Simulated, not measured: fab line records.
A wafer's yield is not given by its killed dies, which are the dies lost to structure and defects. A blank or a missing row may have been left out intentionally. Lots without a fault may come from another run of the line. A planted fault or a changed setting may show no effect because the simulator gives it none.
Matching of chambers -- flow sky130 -- SKY_VIA1_HDPCVD_00 on hdpcvd-02 has 3 sister chambers
The step deposits SiO2, target thk 1030 nm, time 171.7 s. 6 wafers are shown with their chamber, then 7 later ones without.

WAFERS PAIRED WITH THEIR CHAMBERS
wafer,chamber,run length s (s),sih4 flow sccm (sccm)
L339.4,2,199.4,59.89
L345.3,2,200.1,59.97
L345.6,1,200.0,60.00
L344.4,1,199.4,59.88
L344.5,0,198.8,59.92
L347.1,0,199.1,60.25

WAFERS MISSING THEIR CHAMBER
wafer,run length s (s),sih4 flow sccm (sccm)
L347.4,199.2,60.05
L347.5,199.8,60.14
L348.2,199.1,60.08
L348.5,199.1,59.99
L348.6,198.9,60.20
L356.4,199.5,60.04
L357.2,199.9,60.03

WHICH CHAMBER EACH WENT THROUGH
wafer,from the rows above,in truth
L347.4,can't be placed: 0 or 1 or 2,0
L347.5,can't be placed: 1 or 2 or 0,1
L348.2,can't be placed: 0 or 1 or 2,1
L348.5,can't be placed: 0 or 1 or 2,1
L348.6,can't be placed: 0 or 1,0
L356.4,can't be placed: 1 or 2 or 0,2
L357.2,can't be placed: 2 or 1 or 0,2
Placed correctly: 0 of 7. Cannot be placed on the basis of these rows: 7; the candidates contain the true chamber in 7. Placed wrongly: 0.
How it was worked out, from the rows above alone: a wafer's distance from a chamber is the root of the sum, over the readings, of the square of ((its reading less the chamber's mean) divided by the reading's scatter). The wafer belongs to the nearest chamber; if the next one is less than 2 further off, it can't be placed. For every chamber, the mean is computed from those of its wafers that are shown. The scatter is the square root of a quotient: the sum, over the shown wafers, of each reading's squared deviation from its chamber's mean, divided by wafers minus chambers.
